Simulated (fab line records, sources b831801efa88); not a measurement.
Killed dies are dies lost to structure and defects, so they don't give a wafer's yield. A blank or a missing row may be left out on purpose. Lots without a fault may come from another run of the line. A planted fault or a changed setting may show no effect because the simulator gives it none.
Chamber matching | flow gf180mcu | GF_CONTACT_CMP_04 on cmp-01: 4 sister chambers
The step polishes SiO2. 4 wafers are shown with their chamber, then 7 later ones without.

WAFERS WITH THEIR CHAMBER
wafer  | chamber | motor_current_A (A)
L995.1 | 2       | 13.2
L995.2 | 1       | 11.2
L995.3 | 0       | 9.6
L104.5 | 3       | 11.1

WAFERS WITHOUT THEIR CHAMBER
wafer  | motor_current_A (A)
L104.6 | 12.8
L105.1 | 12.9
L105.5 | 11.2
L105.6 | 13.1
L109.3 | 11.2
L109.4 | 9.8
L109.6 | 13.0

WHICH CHAMBER EACH WENT THROUGH
wafer  | from the rows above     | in truth
L104.6 | 2                       | 2
L105.1 | 2                       | 2
L105.5 | can't be placed: 1 or 3 | 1
L105.6 | 2                       | 2
L109.3 | can't be placed: 1 or 3 | 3
L109.4 | 0                       | 0
L109.6 | 2                       | 2
Placed correctly: 5 of 7. Can't be placed from these rows: 2 (the true chamber is among the candidates in 2). Placed wrongly: 0.
How it was worked out, from the rows above alone: a wafer's distance from a chamber is the root of the sum, over the readings, of the square of ((its reading less the chamber's mean) divided by the reading's scatter). The wafer belongs to the nearest chamber; if the next one is less than 2 further off, it can't be placed. A chamber's mean is the mean of its shown wafers. The scatter: with one shown wafer a chamber, the root of the mean of the squares of how far each hidden wafer lies from its nearest shown one.
